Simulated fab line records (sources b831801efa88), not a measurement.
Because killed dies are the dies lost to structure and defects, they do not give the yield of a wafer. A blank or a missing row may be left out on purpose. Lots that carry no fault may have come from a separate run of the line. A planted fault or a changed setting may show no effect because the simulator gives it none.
Which tool did it? -- flow sfq line -- 14 lots (42 wafers sampled), 1 step of a 325-step route

## WHAT EACH GAUGE READ, for each wafer
No reading from a measuring or inspecting step in the record can be judged against a usual standard deviation.

## EACH LOT AND THE TOOL THAT RAN IT (in order: tool; ch and the chambers of the sampled wafers; start)
lot,SFQ_TRILAYER_A5B_DEP_PECVD_129
L383,"pecvd-02 ch 0,1, day 70 07:03"
L385,"pecvd-03 ch 0,2, day 70 20:40"
L386,"pecvd-04 ch 0,1, day 70 23:59"
L387,"pecvd-03 ch 0,1,2, day 71 05:59"
L388,"pecvd-02 ch 0,1,2, day 71 14:23"
L390,"pecvd-04 ch 0,1, day 73 04:54"
L391,"pecvd-04 ch 0,1,2, day 73 10:55"
L394,"pecvd-02 ch 1,2, day 74 12:06"
L395,"pecvd-04 ch 0,1, day 74 15:43"
L396,"pecvd-02 ch 1,2, day 74 21:44"
L403,"pecvd-02 ch 1,2, day 77 05:50"
L404,"pecvd-04 ch 1,2, day 77 09:37"
L405,"pecvd-03 ch 0,2, day 77 10:38"
L406,"pecvd-02 ch 0,1,2, day 77 12:01"
- SFQ_TRILAYER_A5B_DEP_PECVD_129: deposits SiO2 from SiH4/N2O, time 133.33 s, target thk 600 nm.

## WHAT THE TOOLS THEMSELVES READ (means of the sampled wafers that have a number; where no wafer has one, the mark that the record gives instead)
SFQ_TRILAYER_A5B_DEP_PECVD_129. Usual: chamber pressure Torr 2.400 Torr, standard deviation 0.0051; heater power outer w 29 W, standard deviation 8.6; heater power w 79 W, standard deviation 12; throttle valve pct 24.4 %, standard deviation 1.6.
lot,tool,chamber pressure Torr (Torr),heater power outer w (W),heater power w (W),throttle valve pct (%),flag
L383,pecvd-02,2.395,30,82,24.2,
L385,pecvd-03,2.402,25,73,24.1,
L386,pecvd-04,2.402,34,90,25.2,
L387,pecvd-03,2.401,26,74,24.8,
L388,pecvd-02,2.398,34,83,23.9,
L390,pecvd-04,2.402,37,92,23.6,
L391,pecvd-04,2.401,31,84,23.8,
L394,pecvd-02,2.396,32,78,23.6,
L395,pecvd-04,-,-,-,-,OFF
L396,pecvd-02,-,-,-,-,OFF
L403,pecvd-02,2.396,28,76,24.4,
L404,pecvd-04,2.401,30,84,24.2,
L405,pecvd-03,2.398,24,73,24.5,
L406,pecvd-02,2.401,32,83,24.1,

## THE ANSWER, worked out from the rows above alone
Rule: a lot counts as off when the mean over its wafers that have a number is more than 3 standard deviations away from the usual mean. Also off: a lot with no number at a reading for which 4 or more lots have one. All remaining lots with rows at the step are treated as sound. After the gauges, taken in route order, come the tools' own readings; for these a lot's mean is taken, as printed above. At the first step where some lot is off, the reading lying furthest off is the one used; lots without a number count as furthest.
Off: L395, L396 (SFQ_TRILAYER_A5B_DEP_PECVD_129, chamber pressure Torr). Without a number there: L395, L396.
A tool fits if, at that step or a process step before it, it ran every lot that is off, and no sound lot after the first of them. Of those tried, none fits.

## WHAT THE SIMULATOR HAD INSERTED
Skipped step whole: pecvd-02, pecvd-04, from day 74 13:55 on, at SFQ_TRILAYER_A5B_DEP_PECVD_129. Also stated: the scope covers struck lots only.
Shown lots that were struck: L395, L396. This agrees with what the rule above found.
